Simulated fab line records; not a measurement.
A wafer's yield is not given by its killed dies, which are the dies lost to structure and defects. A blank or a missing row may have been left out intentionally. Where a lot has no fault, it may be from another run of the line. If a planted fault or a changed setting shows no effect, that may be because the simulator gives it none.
A struck lot beside a sound one + flow gf180mcu + 20 steps out of a route of 602
Sound: these wafers, L455.1, L455.2, L455.4. Wafers struck: L460.1, L460.2, L460.6. The cause is named last.
Order at every step that has rows: each side's tool, ch and its chambers, its first start. Under that, the readings that differ: sound wafers + struck wafers + difference of the means + sigmas: that difference in standard deviations of wafers without a fault.
alike: readings with means less than 2 such deviations apart, plus words and numbers identical on both sides. not compared: withheld readings, readings lacking a value on some wafer, bounds such as >300 that could conceal the same value, and numbers that have no deviation in the record and whose values overlap.
Wherever a step has rows on one side only, a row that says differs or no value, or a row with sigmas, the two part there. Non-overlapping numbers with no deviation appear without sigmas and do not part them. A reading that every wafer of one side lacks parts them only if that side has two wafers or more.

first, 1 step without rows for these wafers: GF_V5_CVD_00 (deposits SiO2, target thk 300 nm, time 50 s).
GF_V5_THK_MEAS_01:
  struck on film-metro-03, day 29 04:47; sound on film-metro-03, day 27 15:52
  alike: V5_CVD_00_THK
GF_V5_CVD_02: deposits SiO2 from TEOS, target thk 1450 nm, time 163.28 s.
  sound on pecvd-04 ch 1,2, day 27 15:56; struck on pecvd-04 ch 1,2, day 29 04:50
  alike: heater-power-w
GF_V5_THK_MEAS_03:
  struck on film-metro-03, day 29 04:58; sound on film-metro-02, day 27 16:02
  alike: V5_CVD_02_THK
GF_V5_CMP_04: polishes SiO2.
  sound on cmp-02 ch 0,1,3, day 27 16:05; struck on cmp-02 ch 1,3, day 29 05:01
  alike: edge-zone-pressure-frac, motor-current-A
GF_V5_BOW_MEAS_05:
  struck on film-metro-03, day 29 05:19; sound on film-metro-02, day 27 16:23
| reading     | sound       | struck      | difference | sigmas |
|-------------|-------------|-------------|------------|--------|
| V5_BOW (um) | 124 111 127 | 142 141 135 | +19        | +2     |
then, 6 steps without rows for these wafers: GF_V5_DEHYDRATE_06 (time 60 s); GF_V5_HMDS_07 (prime time 60 s); GF_V5_COAT_08; GF_V5_COAT_09 (resist thk 1000 nm); GF_V5_SOFTBAKE_10 (time 60 s); GF_V5_EXPOSE_11 (exposes mask Via5, target cd 260 nm).
GF_V5_PEB_12: peb time 90 s.
  sound on litho-track-02 ch 0, day 28 11:51; struck on litho-track-02 ch 0, day 29 23:54
| reading                  | sound             | struck            | difference | sigmas |
|--------------------------|-------------------|-------------------|------------|--------|
| heater-power-total-W (W) | 85.76 85.72 85.70 | 91.43 91.23 91.19 | +5.56      | +65    |
  alike: exhaust-pa
then, 1 step without rows for these wafers: GF_V5_DEVELOP_13 (develop time 60 s).
GF_V5_CD_MEAS_14 targets a cd of 260 nm.
  struck on cd-sem-02, day 30 00:15; sound on cd-sem-02, day 28 12:12
  alike: cd-nm
GF_V5_OVL_MEAS_15:
  struck on overlay-01, day 30 01:04; sound on overlay-02, day 28 12:19
  alike: V5_OVL
GF_V5_ETCH_16: etches BARC in N2/H2.
  sound on rie-diel-02 ch 1,2,3, day 28 12:21; struck on rie-diel-03 ch 0,1,2, day 30 01:07
  alike: drypump-motor-current-A, oes-product-au, throttle-valve-pct
  not compared: model.V5.cd-nm
GF_V5_ETCH_17: etches SiO2 in C4F8/O2/Ar, stops on TiN, target depth 855 nm.
  sound: rie-diel-02 ch 1,2,3; struck: rie-diel-03 ch 0,1,2
  alike: oes-product-au
  not compared: model.V5.cd-nm
GF_V5_STRIP_18: strips in O2/N2.
  sound on plasma-asher-01 ch 0,1, day 28 12:31; struck on plasma-asher-03 ch 0,1, day 30 01:16
  alike: drypump-motor-current-A, heater-power-w, oes-product-au
  not compared: rf-hours-counter-h
then, 1 step without rows for these wafers: GF_PASSIVATION_PROBE_99.

## WHERE THEY PART
At GF_V5_BOW_MEAS_05 first; at GF_V5_PEB_12 last (within this record only). Later steps at which nothing parts them and some readings are alike: GF_V5_CD_MEAS_14, GF_V5_OVL_MEAS_15, GF_V5_ETCH_16, GF_V5_ETCH_17, GF_V5_STRIP_18.

WHY: the cause the simulator had injected
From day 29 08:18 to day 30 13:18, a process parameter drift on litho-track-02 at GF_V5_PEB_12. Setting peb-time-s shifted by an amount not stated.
